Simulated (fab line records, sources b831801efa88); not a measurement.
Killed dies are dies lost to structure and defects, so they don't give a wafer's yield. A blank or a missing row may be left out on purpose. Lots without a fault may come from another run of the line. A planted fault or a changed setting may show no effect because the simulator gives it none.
Which tool did it? | flow sky130 | 7 lots, 21 wafers sampled, at 1 step of a route of 708

WHAT THE GAUGES READ, wafer by wafer
SKY_METAL3_CD_MEAS_13: target cd 300 nm.
lot  | measured     | on        | cd_nm (nm)
L220 | day 40 18:58 | cd_sem-01 | 298.9 298.3 299.9
L222 | day 41 00:35 | cd_sem-01 | 302.8 302.1 302.2
L226 | day 42 08:53 | cd_sem-02 | 298.1 299.3 300.0
L230 | day 42 18:57 | cd_sem-02 | 298.5 298.4 299.6
L236 | day 44 01:19 | cd_sem-02 | 300.8 301.6 301.5
L237 | day 44 06:47 | cd_sem-01 | 299.9 298.9 299.3
L239 | day 44 18:49 | cd_sem-02 | 301.5 299.8 303.0

WHICH TOOL RAN EACH LOT (tool, then ch and the chambers of the sampled wafers, then the start)
The record holds no process step before these readings.

THE ANSWER, worked out from the rows above alone
Rule: what is usual is taken from the lots themselves. Put in order of their means at a reading, lots are off if they are a third of the lots or fewer, leave a main group of 4 or more, and stand apart from it by a gap of 3 or more times the standard deviation of the main group's means; of several such gaps the widest counts. A main group whose means are all the same, to the digits that the tables above print for the reading, isn't used. A lot without any number at a reading at which 4 lots or more have one is off too. The other lots that the step has rows for count as sound.
No lot is off at any reading shown: from this, nothing can be told.

WHAT THE SIMULATOR HAD PUT IN
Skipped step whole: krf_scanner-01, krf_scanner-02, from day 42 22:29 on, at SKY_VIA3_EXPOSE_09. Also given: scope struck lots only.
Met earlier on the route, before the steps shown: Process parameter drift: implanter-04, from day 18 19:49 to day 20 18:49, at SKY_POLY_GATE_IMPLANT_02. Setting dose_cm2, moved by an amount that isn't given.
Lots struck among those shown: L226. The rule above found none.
